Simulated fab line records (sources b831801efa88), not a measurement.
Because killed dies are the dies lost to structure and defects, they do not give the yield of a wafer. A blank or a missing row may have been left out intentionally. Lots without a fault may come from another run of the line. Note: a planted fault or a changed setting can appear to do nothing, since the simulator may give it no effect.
The tool behind it: which one?    flow gf180mcu    route of 602 steps, sampled at 1 step: 6 lots, 17 wafers

WHAT THE GAUGES READ, wafer by wafer
GF_MVSD_TW_MEAS_11.
lot   measured     on            MVSD_TW
L503  day 5 16:34  filmMetro-02  1616 1618 1601
L506  day 6 04:38  filmMetro-01  1618 1611 1617
L509  day 7 01:17  filmMetro-03  1597 1598
L517  day 8 21:01  filmMetro-02  1613 1603 1614
L519  day 9 08:23  filmMetro-03  1601 1606 1613
L521  day 9 22:17  filmMetro-02  1608 1611 1614

EACH LOT AND THE TOOL THAT RAN IT (in order: tool; ch and the chambers of the sampled wafers; start)
Before these readings, the record contains no process step.

THE ANSWER, worked out from the rows above alone
Rule: what is usual is taken from the lots themselves. Put in order of their means at a reading, lots are off if they are a third of the lots or fewer, leave a main group of 4 or more, and stand apart from it by a gap of 3 or more times the standard deviation of the main group's means; of several such gaps the widest counts. A main group whose means are all the same, to the digits that the tables above print for the reading, isn't used. A lot without any number at a reading at which 4 lots or more have one is off too. The other lots that the step has rows for count as sound.
Off: at GF_MVSD_TW_MEAS_11 (MVSD_TW), L509. For the main group the mean is 1611 and the standard deviation 2.8.
If a tool, at a process step before that reading, ran all the lots that are off and no sound lot after the first of them, it fits. The gauges at GF_MVSD_TW_MEAS_11 are tried like those tools. None of those tried fits.

WHAT THE SIMULATOR PUT IN
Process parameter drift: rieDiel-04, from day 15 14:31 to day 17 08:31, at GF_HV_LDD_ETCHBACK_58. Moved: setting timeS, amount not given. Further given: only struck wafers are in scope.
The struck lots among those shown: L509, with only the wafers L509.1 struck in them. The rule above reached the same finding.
